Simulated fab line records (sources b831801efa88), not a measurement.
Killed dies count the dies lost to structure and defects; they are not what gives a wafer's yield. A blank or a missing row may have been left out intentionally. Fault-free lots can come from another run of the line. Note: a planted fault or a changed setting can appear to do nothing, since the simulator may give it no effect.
Which of the tools did it?	flow gf180mcu	13 lots with 39 wafers sampled at 4 steps, on a route of 602 steps

## WHAT THE GAUGES READ, wafer by wafer
GF_MIM_THK_MEAS_11: measures by xrf.
lot	measured	on	MIM_ALCU_THK (nm)
L581	day 25 01:26	filmMetro-02	200.3 199.0 202.7
L582	day 25 12:19	filmMetro-02	195.0 194.5 194.8
L583	day 25 16:32	filmMetro-04	196.6 194.8 195.3
L584	day 25 19:40	filmMetro-04	194.2 193.8 195.5
L585	day 26 05:59	filmMetro-01	193.7 192.1 193.5
L588	day 26 23:34	filmMetro-02	199.0 198.9 199.9
L589	day 27 04:25	filmMetro-04	198.3 199.2 200.6
L590	day 27 08:05	filmMetro-02	193.7 192.9 194.3
L591	day 27 23:02	filmMetro-01	197.1 198.0 195.7
L592	day 28 06:59	filmMetro-02	197.9 198.0 197.1
L599	day 29 23:27	filmMetro-04	198.3 196.8 199.5
L602	day 31 03:37	filmMetro-02	198.5 195.7 197.7
L604	day 31 10:35	filmMetro-04	193.1 195.8 195.0

GF_M5_CD_MEAS_07: target cd 280 nm.
lot	measured	on	cdNm (nm)
L581	day 26 19:14	cdSem-01	279.3 278.7 278.7
L582	day 27 05:49	cdSem-01	277.4 278.4 278.1
L583	day 27 10:02	cdSem-02	280.3 280.8 279.5
L584	day 27 15:13	cdSem-02	279.1 279.2 280.3
L585	day 27 21:56	cdSem-02	278.6 277.6 276.8
L588	day 28 16:11	cdSem-02	281.3 280.7 280.8
L589	day 28 17:49	cdSem-02	278.4 277.2 279.0
L590	day 28 21:58	cdSem-02	280.9 280.5 280.8
L591	day 29 13:46	cdSem-01	279.0 278.4 280.0
L592	day 29 21:35	cdSem-01	279.7 278.1 279.2
L599	day 31 12:07	cdSem-02	279.2 278.8 280.0
L602	day 32 12:47	cdSem-01	281.0 282.1 281.7
L604	day 32 19:53	cdSem-02	279.3 281.1 281.1

GF_V5_THK_MEAS_01.
lot	measured	on	V5_CVD_00_THK (nm)
L581	day 26 20:07	filmMetro-01	304.0 297.0 304.4
L582	day 27 06:40	filmMetro-01	296.1 300.2 294.6
L583	day 27 11:02	filmMetro-04	301.1 302.0 304.3
L584	day 27 16:09	filmMetro-01	298.3 297.6 302.0
L585	day 27 22:49	filmMetro-03	296.4 294.4 297.7
L588	day 28 17:23	filmMetro-03	292.4 296.3 297.6
L589	day 28 19:01	filmMetro-01	300.9 302.8 300.7
L590	day 28 22:49	filmMetro-01	296.6 297.4 303.0
L591	day 29 14:44	filmMetro-01	299.8 300.6 299.4
L592	day 29 22:31	filmMetro-01	300.2 299.7 298.1
L599	day 31 12:58	filmMetro-01	296.0 300.6 299.1
L602	day 32 13:46	filmMetro-01	301.9 300.7 299.5
L604	day 32 20:45	filmMetro-03	301.9 300.5 302.5

## WHICH TOOL RAN EACH LOT (tool, then ch and the chambers of the sampled wafers, then the start)
lot	GF_M5_METAL_ETCH_10
L581	rieMetal-02 ch 0,1, day 26 19:25
L582	rieMetal-04 ch 0,1, day 27 05:58
L583	rieMetal-01 ch 1, day 27 10:13
L584	rieMetal-04 ch 0,1, day 27 15:24
L585	rieMetal-02 ch 0,1, day 27 22:07
L588	rieMetal-04 ch 0,1, day 28 16:22
L589	rieMetal-01 ch 0, day 28 17:58
L590	rieMetal-04 ch 1, day 28 22:07
L591	rieMetal-04 ch 0,1, day 29 13:55
L592	rieMetal-04 ch 0,1, day 29 21:46
L599	rieMetal-01 ch 0,1, day 31 12:16
L602	rieMetal-01 ch 0, day 32 12:58
L604	rieMetal-04 ch 0, day 32 20:04
- GF_M5_METAL_ETCH_10: etches the open film in Cl2/BCl3, stops on SiO2, target depth 627.5 nm, time 104.6 s.

## AS READ BY THE TOOLS THEMSELVES (means over the sampled wafers that have a number; for cases with no such wafer, the mark the record gives instead)
GF_M5_METAL_ETCH_10.
lot	tool	bcl3FlowSccm (sccm)	drypumpMotorCurrentA (A)	mfcCl2Sccm (sccm)	oesProductAu (a.u.)	runLengthS (s)	throttleValvePct (%)
L581	rieMetal-02	39.90	5.91	80.01	0.978	133.1	28.238
L582	rieMetal-04	39.95	5.96	79.87	0.969	132.8	28.247
L583	rieMetal-01	40.11	5.74	79.91	0.972	132.9	28.250
L584	rieMetal-04	40.08	5.84	79.78	0.972	132.6	28.250
L585	rieMetal-02	40.02	5.90	80.14	0.965	133.4	28.254
L588	rieMetal-04	40.05	5.83	80.00	0.973	132.9	28.255
L589	rieMetal-01	40.01	5.48	79.96	0.973	133.4	28.239
L590	rieMetal-04	39.97	6.06	80.20	0.971	133.1	28.243
L591	rieMetal-04	40.12	5.84	80.09	0.967	133.8	28.264
L592	rieMetal-04	40.00	5.95	79.76	0.969	134.9	28.256
L599	rieMetal-01	39.94	5.56	80.18	0.966	133.4	28.246
L602	rieMetal-01	39.72	5.49	79.95	0.974	133.5	28.251
L604	rieMetal-04	39.92	5.70	79.78	0.973	132.2	28.249

## THE ANSWER, worked out from the rows above alone
Rule: what is usual is taken from the lots themselves. Put in order of their means at a reading, lots are off if they are a third of the lots or fewer, leave a main group of 4 or more, and stand apart from it by a gap of 3 or more times the standard deviation of the main group's means; of several such gaps the widest counts. A main group whose means are all the same, to the digits that the tables above print for the reading, isn't used. A lot without any number at a reading at which 4 lots or more have one is off too. Where the step has rows for the other lots, those lots are counted as sound. First the gauges in route order, then the tools' own readings, where a lot's mean is used as printed above. At the first step where some lot is off, the reading lying furthest off is the one used; lots without a number count as furthest.
None of the lots is off at any reading shown; this tells nothing.

## WHAT WAS PUT IN BY THE SIMULATOR
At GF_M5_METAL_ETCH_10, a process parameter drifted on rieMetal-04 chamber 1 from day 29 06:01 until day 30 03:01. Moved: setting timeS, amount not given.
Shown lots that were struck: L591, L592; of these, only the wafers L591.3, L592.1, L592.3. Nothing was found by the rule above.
